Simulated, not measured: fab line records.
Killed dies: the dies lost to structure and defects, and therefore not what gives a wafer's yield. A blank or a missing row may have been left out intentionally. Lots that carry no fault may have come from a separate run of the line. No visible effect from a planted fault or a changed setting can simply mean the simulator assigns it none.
A lot that was struck, set against a sound lot || flow gf180mcu || 14 steps out of a route of 602
Sound: wafers L575.1, L575.2, L575.6. Wafers L567.2, L567.3, L567.4 were the ones struck. The cause is named last.
Each step with rows lists, per side, the tool, then ch with its chambers, then its first start. Under that, the readings that differ: sound wafers || struck wafers || difference of the means || sigmas: that difference in standard deviations of wafers without a fault.
alike: readings with means less than 2 such deviations apart, plus words and numbers identical on both sides. not compared: withheld readings, readings lacking a value on some wafer, bounds such as >300 that could conceal the same value, and numbers that have no deviation in the record and whose values overlap.
The two part at a step that has a row with sigmas, a row that says differs or no value, or rows on one side only. Numbers that have no deviation but don't overlap get no sigmas and don't part them. A reading that every wafer of one side lacks parts them only if that side has two wafers or more.

GF_POLY_GATE_ETCH_13: etches poly-Si in HBr/Cl2, stops on SiO2, target depth 198.5 nm, time 69.6 s.
  sound on rieSi-01 ch 0,2, day 14 13:55; struck on rieSi-02 ch 0,1,2, day 12 04:48
  alike: chamberPressureMTorr, drypumpMotorCurrentA, oesProductAu, rfFwdPowerW, throttleValvePct
  not compared: rfHoursCounterH
GF_POLY_GATE_STRIP_14: strips in O2/N2.
  sound on plasmaAsher-02 ch 0,1, day 14 13:58; struck on plasmaAsher-03 ch 0,1, day 12 04:51
{"reading": "heaterPowerW (W)", "sound": "344 373 380", "struck": "314 305 321", "difference": -52, "sigmas": -2}
  alike: chamberPressureMTorr, drypumpMotorCurrentA, oesProductAu
  not compared: rfHoursCounterH
then, 2 steps without rows for these wafers: GF_POLY_GATE_CLEAN_15 (cleans in SC1/SC2, time 150 s); GF_POLY_GATE_OXIDATION_16 (stabilise 600 s, purge 300 s, target thk 4 nm).
GF_POLY_GATE_THK_MEAS_17:
  struck on filmMetro-03, day 12 08:11; sound on filmMetro-03, day 14 15:36
  alike: POLY_GATE_OXIDATION_THK
GF_POLY_GATE_CD_MEAS_18:
  struck on cdSem-02, day 12 08:20; sound on cdSem-02, day 14 15:40
  alike: cdNm
then, 6 steps without rows for these wafers: GF_HV_LDD_DEHYDRATE_00 (time 60 s); GF_HV_LDD_HMDS_01 (prime time 60 s); GF_HV_LDD_COAT_02 (resist thk 1000 nm); GF_HV_LDD_SOFTBAKE_03 (time 60 s); GF_HV_LDD_EXPOSE_04 (exposes mask Nplus LV AREA, target cd 400 nm); GF_HV_LDD_PEB_05.
GF_HV_LDD_DEVELOP_06: develop time 60 s.
  struck on lithoTrack-03, day 13 02:22; sound on lithoTrack-03 ch 0, day 15 11:56
  no value came back on the struck wafers for chillPlateTempC (C), developTimeS (s); on the sound wafers chillPlateTempC (C) reads 23.15 23.04 23.05
GF_HV_LDD_CD_MEAS_07: target cd 400 nm.
  struck on cdSem-02, day 13 02:31; sound on cdSem-01, day 15 12:05
{"reading": "cdNm (nm)", "sound": "400.4 401.6 400.2", "struck": "- - -", "difference": "no value on the struck wafers", "sigmas": ""}

## WHERE THEY PART
First at GF_POLY_GATE_STRIP_14; last, within this record, at GF_HV_LDD_CD_MEAS_07.

WHY: what had been put in by the simulator
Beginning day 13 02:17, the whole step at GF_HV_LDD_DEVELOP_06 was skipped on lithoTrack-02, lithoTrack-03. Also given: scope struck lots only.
